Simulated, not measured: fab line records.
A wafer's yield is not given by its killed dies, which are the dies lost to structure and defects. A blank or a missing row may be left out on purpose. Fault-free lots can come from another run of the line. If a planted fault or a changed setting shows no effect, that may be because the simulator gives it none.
Code-filled problem report in 8D (eight disciplines) form :: flow sky130 :: the parts of the form that need people (team, actions taken, sign-off) are left out

== 1. WHAT WENT WRONG ==
Across 3 wafers from 2 lots, DNWELL_TW at SKY_DNWELL_TW_MEAS_09 averages 1195, while fault-free wafers read 1125 with a standard deviation of 8.6. That is +8.1 standard deviations from the usual mean.
First seen on wafer L496.5, day 5 22:24, on film metro-02. At this step, 37 wafers from 13 lots have a number in the record. Rule for "out" (also "out of limits"): further than 4 standard deviations from the usual mean. The rest of the wafers with a number are treated as sound.

== 2. WHAT THIS IS AND IS NOT ==
question: which readings at this step
is: DNWELL_TW
is not: -

question: which lots
is: L496, L501
is not: L487, L488, L489, L490, L491, L500, L503, L504, L505, L509, L510

question: which wafers of those lots
is: L496.5, L501.5, L501.6
is not: L496.4

question: read on which gauges
is: film metro-01, film metro-02
is not: film metro-03

question: when
is: from day 5 22:24
is not: up to then (16 sound wafers); but 18 sound wafers of L500, L503, L504, L505, L509, L510 came after

== 3. THE SUSPECTS, EACH WITH WHAT RULES IT OUT ==
Counting: any tool at a process step up to the reading remains a suspect provided it ran every lot that is out. Sound lots after the first of them don't rule it out here, since some wafers of a struck lot are sound.
- the gauge at SKY_DNWELL_TW_MEAS_09 is ruled out. 2 gauges (film metro-01, film metro-02) read the wafers that are out.
- implanter-01 at SKY_DNWELL_IMPLANT_07: kept. Every lot that is out went through it, the first being L496 (day 5 22:12); the last sound lot it ran before that was L490 (day 3 22:07).
Remaining after the count: implanter-01 at SKY_DNWELL_IMPLANT_07.

== 4. THE CAUSE (what the simulator had put in) ==
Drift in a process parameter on implanter-01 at SKY_DNWELL_IMPLANT_07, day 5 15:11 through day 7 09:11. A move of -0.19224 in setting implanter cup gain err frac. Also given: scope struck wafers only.
This tool alone remained once counting was done.

== 5. THE CHAIN OF EFFECTS, in route order ==
One row per reading whose mean, taken over the struck wafers that have a number, lies over 3 standard deviations from the usual. Readings are gone through only where the record gives a usual standard deviation; hours: the median, over the lots, of the time from a lot's start at the first step in this table giving one to that lot's start at this step; sigmas: the change measured in usual standard deviations.
hours: 0
step: SKY_DNWELL_TW_MEAS_09
reading: DNWELL_TW
usual: 1125
on struck wafers: 1195
change: +70
sigmas: +8.1
Later steps that measure or inspect, where all struck wafers having a row at the step show a number for every such reading and not one has moved that far: SKY_VT_ADJUST_HVTP_OVL_MEAS_08, SKY_VT_ADJUST_NCORE_TW_MEAS_11.

== 6. HOW IT WOULD HAVE BEEN CAUGHT EARLIER ==
7 hours passed between the start of the fault at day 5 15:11 and the first reading out of limits at a measuring or inspecting step in this record, taken at day 5 22:24.
Of the lots that are out (2), L501 began SKY_DNWELL_IMPLANT_07 on implanter-01 after day 5 22:24. It would have been spared by a hold on the tool at that moment.
